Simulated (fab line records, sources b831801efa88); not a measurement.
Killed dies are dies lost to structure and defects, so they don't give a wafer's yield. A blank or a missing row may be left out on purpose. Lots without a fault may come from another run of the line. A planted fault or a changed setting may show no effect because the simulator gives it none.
Which tool did it? | flow sky130 | 7 lots, 19 wafers sampled, at 3 steps of a route of 708

WHAT THE GAUGES READ, wafer by wafer
SKY_CONTACT_THK_MEAS_03.
lot  | measured     | on            | CONTACT_HDPCVD_THK (nm)
L398 | day 31 00:08 | film_metro-01 | 556 576 552
L400 | day 32 04:47 | film_metro-01 | 565 565 551
L403 | day 33 12:01 | film_metro-04 | 568 558 552
L404 | day 34 08:13 | film_metro-04 | 565 567 554
L407 | day 34 10:50 | film_metro-04 | 581 567 583
L410 | day 35 09:19 | film_metro-01 | 572 248 572 249
L414 | day 36 09:52 | film_metro-01 | 267 553 267 553

WHICH TOOL RAN EACH LOT (tool, then ch and the chambers of the sampled wafers, then the start)
lot  | SKY_VT_ADJUST_NCORE_STRIP_10         | SKY_CONTACT_HDPCVD_02
L398 | plasma_asher-02 ch 0,1, day 8 23:33  | hdpcvd-02 ch 0,2, day 31 00:02
L400 | plasma_asher-03 ch 0, day 9 13:39    | hdpcvd-01 ch 1,2, day 32 04:34
L403 | plasma_asher-02 ch 0,1, day 11 07:12 | hdpcvd-01 ch 1,2, day 33 11:56
L404 | plasma_asher-04 ch 0,1, day 11 17:00 | hdpcvd-01 ch 0,1,2, day 34 08:07
L407 | plasma_asher-02 ch 0,1, day 12 02:39 | hdpcvd-02 ch 0,2, day 34 10:46
L410 | plasma_asher-03 ch 0,1, day 12 21:04 | hdpcvd-02 ch 0,2, day 35 09:14
L414 | plasma_asher-03 ch 0, day 14 07:00   | hdpcvd-02 ch 0,2, day 36 09:48
- SKY_VT_ADJUST_NCORE_STRIP_10: strips in O2/N2.
- SKY_CONTACT_HDPCVD_02: deposits SiO2, target thk 565 nm, time 94.2 s.

THE ANSWER, worked out from the rows above alone
Rule: what is usual is taken from the lots themselves. Put in order of their means at a reading, lots are off if they are a third of the lots or fewer, leave a main group of 4 or more, and stand apart from it by a gap of 3 or more times the standard deviation of the main group's means; of several such gaps the widest counts. A main group whose means are all the same, to the digits that the tables above print for the reading, isn't used. A lot without any number at a reading at which 4 lots or more have one is off too. The other lots that the step has rows for count as sound.
Off: L410, L414, at SKY_CONTACT_THK_MEAS_03 (CONTACT_HDPCVD_THK). The main group: mean 564 nm, standard deviation 6.6.
A tool fits if, at a process step before that reading, it ran every lot that is off, and no sound lot after the first of them. The gauges at SKY_CONTACT_THK_MEAS_03 are tried like those tools. Can't be told from this: 3 tools fit, plasma_asher-03 at SKY_VT_ADJUST_NCORE_STRIP_10, hdpcvd-02 at SKY_CONTACT_HDPCVD_02, film_metro-01 at SKY_CONTACT_THK_MEAS_03.

WHAT THE SIMULATOR HAD PUT IN
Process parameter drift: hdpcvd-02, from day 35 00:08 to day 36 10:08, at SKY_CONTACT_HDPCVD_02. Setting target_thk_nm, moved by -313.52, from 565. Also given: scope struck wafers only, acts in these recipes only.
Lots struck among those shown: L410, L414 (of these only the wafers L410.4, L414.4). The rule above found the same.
